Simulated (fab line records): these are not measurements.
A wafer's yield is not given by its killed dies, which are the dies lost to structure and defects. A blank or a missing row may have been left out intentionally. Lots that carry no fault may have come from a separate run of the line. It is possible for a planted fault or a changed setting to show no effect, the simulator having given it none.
Split-lot study    flow gf180mcu    route with 602 steps; 5 lots, 23 wafers read

## ABOUT THE SPLIT
At GF_V3_PEB_12 (peb time 90 s), the setting pebTempC was moved away from the recipe's 135 C on 6 of the 23 wafers read, by -2.7% to +2.6%. All remaining wafers had this setting at the recipe value.

## FROM THE SPLIT ON TO THE READING: in between, the file shows 1 step
- GF_V3_DEVELOP_13: develop time 60 s

## THE READING
cdNm at GF_V3_CD_MEAS_14, given in nm (cd target 260 nm). Typical for fault-free wafers on this fab line: 259.7 nm, with standard deviation 1.2 nm.

wafer   tool, chamber at the split  pebTempC as run, C  against the recipe  cdNm, nm  against lot-mates on the recipe
L074.1  lithoTrack-04, 0            135                 recipe              260.3     -
L074.2  lithoTrack-04, 0            135                 recipe              259.7     -
L074.3  lithoTrack-04, 0            131.4               -2.7%               247.8     -12.2
L074.4  lithoTrack-04, 0            131.4               -2.7%               248.7     -11.3
L074.5  lithoTrack-04, 0            131.4               -2.7%               249.0     -11.0
L078.1  lithoTrack-02, 0            135                 recipe              258.0     -
L078.3  lithoTrack-02, 0            135                 recipe              258.5     -
L078.4  lithoTrack-02, 0            135                 recipe              257.7     -
L078.5  lithoTrack-02, 0            135                 recipe              257.9     -
L078.6  lithoTrack-02, 0            135                 recipe              258.3     -
L082.1  lithoTrack-04, 0            138.5               +2.6%               267.4     +8.2
L082.3  lithoTrack-04, 0            138.5               +2.6%               266.5     +7.4
L082.4  lithoTrack-04, 0            138.5               +2.6%               267.7     +8.6
L082.5  lithoTrack-04, 0            135                 recipe              259.4     -
L082.6  lithoTrack-04, 0            135                 recipe              258.9     -
L084.1  lithoTrack-02, 0            135                 recipe              260.7     -
L084.3  lithoTrack-02, 0            135                 recipe              261.4     -
L084.4  lithoTrack-02, 0            135                 recipe              260.8     -
L084.5  lithoTrack-02, 0            135                 recipe              262.0     -
L084.6  lithoTrack-02, 0            135                 recipe              261.8     -
L085.3  lithoTrack-02, 0            135                 recipe              260.5     -
L085.5  lithoTrack-02, 0            135                 recipe              260.4     -
L085.6  lithoTrack-02, 0            135                 recipe              261.6     -

THE FIT
A straight line over all 23 wafers: cdNm changes by +3.56 nm for each +1% of pebTempC; r = +0.95; the points scatter about the line by 1.6 nm.
The same after taking each lot's own level away (the mean of its wafers on the recipe; 23 wafers): +3.72 nm for each +1%; r = +0.99; scatter 0.86 nm.
That fit puts the effect of the largest move of pebTempC on the reading at 9.9 nm.
From 258.08 to 261.34 nm: that is the span of the lots' own levels, equal to 2.7 times the standard deviation above.
Consequently the slope shifts little with the lot-to-lot level, the two slopes agreeing.
Check: -9.84 nm against its lot-mates is what the line predicts for one of the wafers moved furthest among these (-2.7%) when that wafer is left out of the fit. It came out at -12.2 nm against them.

## ADDITIONAL SPLITS CARRIED BY THESE WAFERS
Before the reading, these wafers also passed through other splits. Each is held against what the fit with the lots' levels taken away leaves over:
other split on the same wafers      wafers away from the commonest value  r with cdNm (lot level and that fit taken away)
GF_V1_PEB_12 pebTempC               5                                     +0.24
GF_V1_SPUTTER_21 powerW             8                                     -0.15
GF_M2_SPUTTER_00 chamberPressurePa  15                                    +0.10
GF_V2_CMP_04 leaveAboveRefNm        10                                    +0.31
GF_V2_PEB_12 pebTimeS               9                                     +0.44
GF_V2_ETCH_16 ionEnergyEv           10                                    +0.22
GF_M3_SPUTTER_02 timeS              4                                     +0.49
GF_M3_SPUTTER_04 timeS              10                                    -0.21
GF_M3_METAL_ETCH_16 biasW           8                                     +0.15
GF_V3_CMP_04 leaveAboveRefNm        8                                     +0.41

## FILE'S OWN FIT
cdNm changes by +3.72 nm for each +1% of pebTempC, r = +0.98.
